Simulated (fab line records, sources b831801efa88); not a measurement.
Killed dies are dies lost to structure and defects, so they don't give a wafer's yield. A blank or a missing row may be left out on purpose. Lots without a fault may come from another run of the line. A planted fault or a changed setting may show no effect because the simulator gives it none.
Which tool did it? | flow gf180mcu | 12 lots, 36 wafers sampled, at 1 step of a route of 602

WHAT THE GAUGES READ, wafer by wafer
GF_SALICIDE_RS_MEAS_04: measures by four-point-probe.
lot  | measured     | on            | SALICIDE_TIN_RS (ohm/sq)
L075 | day 15 18:21 | film_metro-02 | 16.58 16.18 16.38
L077 | day 16 11:46 | film_metro-02 | 16.74 16.29 16.33
L079 | day 17 04:40 | film_metro-01 | 16.12 16.02 16.47
L081 | day 18 03:43 | film_metro-04 | 16.10 15.97 16.16
L083 | day 18 10:16 | film_metro-04 | 16.31 16.29 16.28
L085 | day 19 05:16 | film_metro-04 | 16.15 16.26 16.56
L087 | day 19 21:44 | film_metro-02 | 16.02 15.99 15.98
L089 | day 20 11:58 | film_metro-04 | 16.76 16.75 16.74
L091 | day 21 07:17 | film_metro-01 | 16.15 16.20 16.47
L093 | day 21 16:42 | film_metro-01 | 15.91 16.04 16.05
L095 | day 22 12:14 | film_metro-04 | 15.96 16.01 15.98
L097 | day 23 07:37 | film_metro-01 | 16.99 16.59 17.12

WHICH TOOL RAN EACH LOT (tool, then ch and the chambers of the sampled wafers, then the start)
The record holds no process step before these readings.

THE ANSWER, worked out from the rows above alone
Rule: what is usual is taken from the lots themselves. Put in order of their means at a reading, lots are off if they are a third of the lots or fewer, leave a main group of 4 or more, and stand apart from it by a gap of 3 or more times the standard deviation of the main group's means; of several such gaps the widest counts. A main group whose means are all the same, to the digits that the tables above print for the reading, isn't used. A lot without any number at a reading at which 4 lots or more have one is off too. The other lots that the step has rows for count as sound.
No lot is off at any reading shown: from this, nothing can be told.

WHAT THE SIMULATOR HAD PUT IN
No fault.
